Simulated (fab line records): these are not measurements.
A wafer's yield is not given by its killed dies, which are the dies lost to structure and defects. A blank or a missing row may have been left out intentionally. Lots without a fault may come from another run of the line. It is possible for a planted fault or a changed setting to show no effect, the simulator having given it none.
Which tool did it?    flow gf180mcu    6 lots, 18 wafers sampled, at 5 steps of a route of 602

== WHAT THE GAUGES READ, wafer by wafer ==
GF_PASSIVATION_THK_MEAS_01.
lot   measured      on             PASSIVATION_CVD_00_THK (nm)
L857  day 28 07:32  film metro-01  965 975 998
L860  day 29 11:11  film metro-01  984 1009 998
L866  day 31 06:25  film metro-02  975 992 990
L873  day 32 20:14  film metro-02  1104 1025 1123 1104 1024 1124
L877  day 33 22:32  film metro-04  987 983 1012
L879  day 34 04:21  film metro-02  992 976 1008

== WHAT TOOL EACH LOT RAN ON (gives the tool, then ch and the chambers of the sampled wafers, and finally the start) ==
lot   GF_MIM_SPUTTER_09             GF_M5_ETCH_09                       GF_V5_CVD_02                     GF_PASSIVATION_CVD_00
L857  pvd sputter-03, day 24 17:41  rie diel-04 ch 2,3, day 26 13:02    pecvd-01 ch 0,2, day 26 13:52    pecvd-02 ch 1,2, day 28 07:27
L860  pvd sputter-03, day 25 21:38  rie diel-04 ch 1,2, day 27 15:11    pecvd-01 ch 0,1,2, day 27 15:59  pecvd-02 ch 1,2, day 29 11:06
L866  pvd sputter-03, day 28 00:03  rie diel-01 ch 0,1,3, day 29 13:53  pecvd-01 ch 0,1,2, day 29 14:42  pecvd-02 ch 0,2, day 31 06:14
L873  pvd sputter-01, day 29 18:14  rie diel-01 ch 1,2, day 31 06:02    pecvd-01 ch 0,1,2, day 31 06:49  pecvd-02 ch 0,2, day 32 20:08
L877  pvd sputter-02, day 31 00:19  rie diel-04 ch 1,2, day 32 11:05    pecvd-02 ch 1,2, day 32 12:20    pecvd-03 ch 0,1,2, day 33 22:27
L879  pvd sputter-02, day 31 07:01  rie diel-01 ch 0,1, day 32 17:11    pecvd-01 ch 0,1,2, day 32 17:58  pecvd-03 ch 0,1, day 34 04:16
- GF_MIM_SPUTTER_09: material TiN, target thk 35 nm, time 29.2 s.
- GF_M5_ETCH_09: etches Si3N4 in CF4/O2, target depth 52 nm, time 11.6 s.
- GF_V5_CVD_02: deposits SiO2 from TEOS, target thk 1450 nm, time 163.28 s.
- GF_PASSIVATION_CVD_00: deposits SiO2 from TEOS, target thk 1000 nm, time 111.95 s.

== THE ANSWER, worked out from the rows above alone ==
Rule: what is usual is taken from the lots themselves. Put in order of their means at a reading, lots are off if they are a third of the lots or fewer, leave a main group of 4 or more, and stand apart from it by a gap of 3 or more times the standard deviation of the main group's means; of several such gaps the widest counts. If all means in a main group match to the digits the tables above print for the reading, that group is not used. A lot without any number at a reading at which 4 lots or more have one is off too. Where the step has rows for the other lots, those lots are counted as sound.
Off: L873, seen at GF_PASSIVATION_THK_MEAS_01 (PASSIVATION_CVD_00_THK). Mean 990 nm and standard deviation 6.3 in the main group.
A tool fits if, at a process step before that reading, it ran every lot that is off, and no sound lot after the first of them. The gauges at GF_PASSIVATION_THK_MEAS_01 are tried like those tools. This does not decide it: 2 tools fit, namely pvd sputter-01 at GF_MIM_SPUTTER_09 and pecvd-02 at GF_PASSIVATION_CVD_00.

== WHAT THE SIMULATOR PUT IN ==
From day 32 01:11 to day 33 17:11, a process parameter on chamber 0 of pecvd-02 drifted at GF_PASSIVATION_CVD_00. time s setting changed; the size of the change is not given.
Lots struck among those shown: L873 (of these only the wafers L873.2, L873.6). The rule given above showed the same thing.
